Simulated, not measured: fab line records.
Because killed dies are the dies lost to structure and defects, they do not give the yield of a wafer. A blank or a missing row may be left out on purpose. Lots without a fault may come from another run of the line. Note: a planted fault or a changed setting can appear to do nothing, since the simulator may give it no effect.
Which tool did it? / flow gf180mcu / route of 602 steps, sampled at 1 step: 6 lots, 18 wafers

WHAT THE GAUGES SHOWED, per wafer
GF_STI_BOW_MEAS_00.
lot=L829; measured=day 1 20:00; on=film_metro-03; INCOMING_BOW (um)=6 -18 -6
lot=L831; measured=day 2 06:00; on=film_metro-03; INCOMING_BOW (um)=3 7 4
lot=L835; measured=day 3 02:02; on=film_metro-03; INCOMING_BOW (um)=3 -10 1
lot=L837; measured=day 3 12:01; on=film_metro-04; INCOMING_BOW (um)=5 -3 7
lot=L842; measured=day 4 13:00; on=film_metro-03; INCOMING_BOW (um)=2 0 -2
lot=L844; measured=day 4 23:02; on=film_metro-01; INCOMING_BOW (um)=-3 -9 -3

EACH LOT AND THE TOOL THAT RAN IT (in order: tool; ch and the chambers of the sampled wafers; start)
The record shows no process step preceding these readings.

THE ANSWER, worked out from the rows above alone
Rule: what is usual is taken from the lots themselves. The widest of any qualifying gaps counts: lots, ordered by their means at a reading, are off when they make up no more than a third of the lots, leave a main group of 4 or more, and stand apart from it by 3 or more times the standard deviation of that group's means. A main group is skipped when, at the precision printed for the reading in the tables above, its means are all equal. A lot without any number at a reading at which 4 lots or more have one is off too. All remaining lots with rows at the step are treated as sound.
Nothing can be told from this: no lot is off at any reading shown.

WHAT HAD BEEN PUT IN BY THE SIMULATOR
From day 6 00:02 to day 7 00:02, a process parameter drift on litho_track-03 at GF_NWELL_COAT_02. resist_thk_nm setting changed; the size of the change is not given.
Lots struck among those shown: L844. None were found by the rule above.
